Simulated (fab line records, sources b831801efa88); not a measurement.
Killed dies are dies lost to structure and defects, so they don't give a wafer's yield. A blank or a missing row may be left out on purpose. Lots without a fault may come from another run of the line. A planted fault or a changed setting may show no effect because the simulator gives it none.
One fault seen from 2 desks | flow gf180mcu | each desk has only its own numbers; what lay behind them comes last

THE METROLOGY DESK
What the gauges read, lot by lot, whatever tool the lot ran on: means of the sampled wafers that have a number. A lot is out of limits, marked OUT, if its mean lies more than 4 standard deviations from the usual mean; the brackets give that distance.
Columns: A = M2_ALCU_RS at GF_M2_RS_MEAS_05, usual 0.0694 ohm/sq; B = cd_nm at GF_V2_CD_MEAS_14, usual 259.7 nm
lot  | first seen here | A      | B
L651 | day 18 03:19    | 0.0687 | 258.8
L652 | day 18 15:29    | 0.0691 | 260.3
L653 | day 18 23:45    | 0.0704 | 260.0
L654 | day 19 08:08    | 0.0704 | 259.0
L655 | day 19 19:53    | 0.0699 | 260.5
L656 | day 20 05:17    | 0.0703 | 259.0
L657 | day 20 08:50    | 0.0694 | 258.4
L658 | day 20 18:19    | 0.0686 | 258.9
L659 | day 21 14:58    | 0.0703 | 259.5
L661 | day 22 00:38    | 0.0694 | 260.4
L665 | day 23 10:21    | 0.0704 | 255.7
L666 | day 23 16:05    | 0.0705 | 259.5
This desk's finding: nothing out of limits on any of the 12 lots.

THE TOOL OWNER'S DESK: litho_track-04
The tool's own readings at GF_V2_SOFTBAKE_10 (time 60 s): means of the sampled wafers that have a number, for each lot that ran on this tool. A lot is out of limits, marked OUT, if its mean lies more than 4 standard deviations from the usual mean; the brackets give that distance.
Columns: A = heater_power_total_W at GF_V2_SOFTBAKE_10, usual 93.06 W; B = run_length_s at GF_V2_SOFTBAKE_10, usual 89.17 s
lot  | first seen here | A                        | B
L651 | day 19 17:00    | 93.04                    | 89.17
L652 | day 20 04:00    | 93.03                    | 89.23
L653 | day 20 13:00    | 93.03                    | 89.21
L657 | day 21 22:00    | 93.10                    | 89.24
L659 | day 23 02:00    | 93.06                    | 89.13
L665 | day 24 21:00    | 101.65 (+99 or more) OUT | 78.49 (-71) OUT
This desk's finding: out of limits on L665; first on L665, day 24 21:00 (heater_power_total_W at GF_V2_SOFTBAKE_10). In limits: L651, L652, L653, L657, L659.

PUT TOGETHER
The tool owner's desk could have raised an alarm at day 24 21:00, on L665.
The metrology desk saw nothing out of limits.
The metrology desk has L665 on record, within its limits.
Of the lots named, all ran GF_V2_SOFTBAKE_10 on litho_track-04.

WHAT THE SIMULATOR HAD PUT IN
Process parameter drift: litho_track-04, from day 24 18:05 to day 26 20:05, at GF_V2_SOFTBAKE_10. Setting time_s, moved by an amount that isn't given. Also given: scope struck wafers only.
Lots struck among those shown: L665.
Hours from the fault's start to each desk's first reading out of limits: the tool owner's desk, 3.
